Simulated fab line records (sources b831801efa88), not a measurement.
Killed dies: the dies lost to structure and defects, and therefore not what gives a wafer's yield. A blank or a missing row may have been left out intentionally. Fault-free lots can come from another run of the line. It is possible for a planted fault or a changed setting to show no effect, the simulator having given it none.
Matching of chambers || flow sfq_line || SFQ_TRILAYER_I1_CMP_CMP_046 on cmp-01 has 4 sister chambers
The step polishes SiO2. 16 wafers are shown with their chamber, then 8 later ones without.

WAFERS PAIRED WITH THEIR CHAMBERS
{"wafer": "L684.2", "chamber": 1, "motor_current_A (A)": 9.7, "time_to_endpoint_s (s)": 206, "head_pressure_psi (psi)": 3.004}
{"wafer": "L684.4", "chamber": 2, "motor_current_A (A)": 11.3, "time_to_endpoint_s (s)": 214, "head_pressure_psi (psi)": 3.010}
{"wafer": "L684.5", "chamber": 0, "motor_current_A (A)": 11.3, "time_to_endpoint_s (s)": 211, "head_pressure_psi (psi)": 3.007}
{"wafer": "L688.1", "chamber": 1, "motor_current_A (A)": 9.5, "time_to_endpoint_s (s)": 211, "head_pressure_psi (psi)": 3.007}
{"wafer": "L688.2", "chamber": 0, "motor_current_A (A)": 11.2, "time_to_endpoint_s (s)": 212, "head_pressure_psi (psi)": 2.994}
{"wafer": "L688.6", "chamber": 0, "motor_current_A (A)": 11.5, "time_to_endpoint_s (s)": 214, "head_pressure_psi (psi)": 3.002}
{"wafer": "L690.2", "chamber": 2, "motor_current_A (A)": 11.4, "time_to_endpoint_s (s)": 208, "head_pressure_psi (psi)": 2.998}
{"wafer": "L690.4", "chamber": 3, "motor_current_A (A)": 11.3, "time_to_endpoint_s (s)": 231, "head_pressure_psi (psi)": 3.005}
{"wafer": "L690.5", "chamber": 3, "motor_current_A (A)": 11.7, "time_to_endpoint_s (s)": 218, "head_pressure_psi (psi)": 3.006}
{"wafer": "L691.2", "chamber": 2, "motor_current_A (A)": 10.8, "time_to_endpoint_s (s)": 200, "head_pressure_psi (psi)": 2.988}
{"wafer": "L691.4", "chamber": 3, "motor_current_A (A)": 11.5, "time_to_endpoint_s (s)": 228, "head_pressure_psi (psi)": 3.003}
{"wafer": "L691.5", "chamber": 3, "motor_current_A (A)": 11.7, "time_to_endpoint_s (s)": 223, "head_pressure_psi (psi)": 2.999}
{"wafer": "L694.1", "chamber": 2, "motor_current_A (A)": 11.4, "time_to_endpoint_s (s)": 202, "head_pressure_psi (psi)": 3.001}
{"wafer": "L694.5", "chamber": 1, "motor_current_A (A)": 9.6, "time_to_endpoint_s (s)": 204, "head_pressure_psi (psi)": 3.002}
{"wafer": "L694.6", "chamber": 2, "motor_current_A (A)": 10.7, "time_to_endpoint_s (s)": 205, "head_pressure_psi (psi)": 3.001}
{"wafer": "L695.1", "chamber": 1, "motor_current_A (A)": 9.7, "time_to_endpoint_s (s)": 207, "head_pressure_psi (psi)": 3.008}

SIGNATURES (averages over the wafers above)
{"reading": "motor_current_A", "chamber 0": 11.333, "chamber 1": 9.625, "chamber 2": 11.120, "chamber 3": 11.550, "scatter within a chamber": 0.233}
{"reading": "time_to_endpoint_s", "chamber 0": 212.33, "chamber 1": 207.00, "chamber 2": 205.80, "chamber 3": 225.00, "scatter within a chamber": 4.56}
{"reading": "head_pressure_psi", "chamber 0": 3.00100, "chamber 1": 3.00525, "chamber 2": 2.99960, "chamber 3": 3.00325, "scatter within a chamber": 0.00568}
Rule: a wafer's distance from a chamber is the root of the sum, over the readings, of the square of ((its reading less the chamber's mean) divided by the reading's scatter). If the next closest chamber is less than 2 further off than the closest, the wafer can't be placed; otherwise it belongs to the closest. The scatter: the root of (the sum of the squares of (reading less its chamber's mean) over the shown wafers, divided by (wafers less chambers)).

WAFERS MISSING THEIR CHAMBER
{"wafer": "L695.2", "motor_current_A (A)": 11.7, "time_to_endpoint_s (s)": 212, "head_pressure_psi (psi)": 2.997}
{"wafer": "L695.5", "motor_current_A (A)": 11.5, "time_to_endpoint_s (s)": 234, "head_pressure_psi (psi)": 2.998}
{"wafer": "L696.1", "motor_current_A (A)": 11.0, "time_to_endpoint_s (s)": 243, "head_pressure_psi (psi)": 3.009}
{"wafer": "L696.4", "motor_current_A (A)": 9.7, "time_to_endpoint_s (s)": 209, "head_pressure_psi (psi)": 2.995}
{"wafer": "L696.6", "motor_current_A (A)": 11.8, "time_to_endpoint_s (s)": 207, "head_pressure_psi (psi)": 3.023}
{"wafer": "L699.3", "motor_current_A (A)": 9.6, "time_to_endpoint_s (s)": 214, "head_pressure_psi (psi)": 3.006}
{"wafer": "L699.4", "motor_current_A (A)": 11.9, "time_to_endpoint_s (s)": 241, "head_pressure_psi (psi)": 2.988}
{"wafer": "L699.5", "motor_current_A (A)": 11.1, "time_to_endpoint_s (s)": 224, "head_pressure_psi (psi)": 2.992}

EACH ONE'S CHAMBER
{"wafer": "L695.2", "from the rows above": "can't be placed: 0 or 2 or 3", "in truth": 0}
{"wafer": "L695.5", "from the rows above": 3, "in truth": 3}
{"wafer": "L696.1", "from the rows above": 3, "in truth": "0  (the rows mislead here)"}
{"wafer": "L696.4", "from the rows above": 1, "in truth": 1}
{"wafer": "L696.6", "from the rows above": "can't be placed: 0 or 2 or 3", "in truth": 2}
{"wafer": "L699.3", "from the rows above": 1, "in truth": 1}
{"wafer": "L699.4", "from the rows above": 3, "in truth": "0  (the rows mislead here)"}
{"wafer": "L699.5", "from the rows above": "can't be placed: 3 or 0 or 2", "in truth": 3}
Placed correctly: 3 of 8. Unplaceable from these rows: 3, with the true chamber sitting among the candidates in 3. 2 placed wrongly.
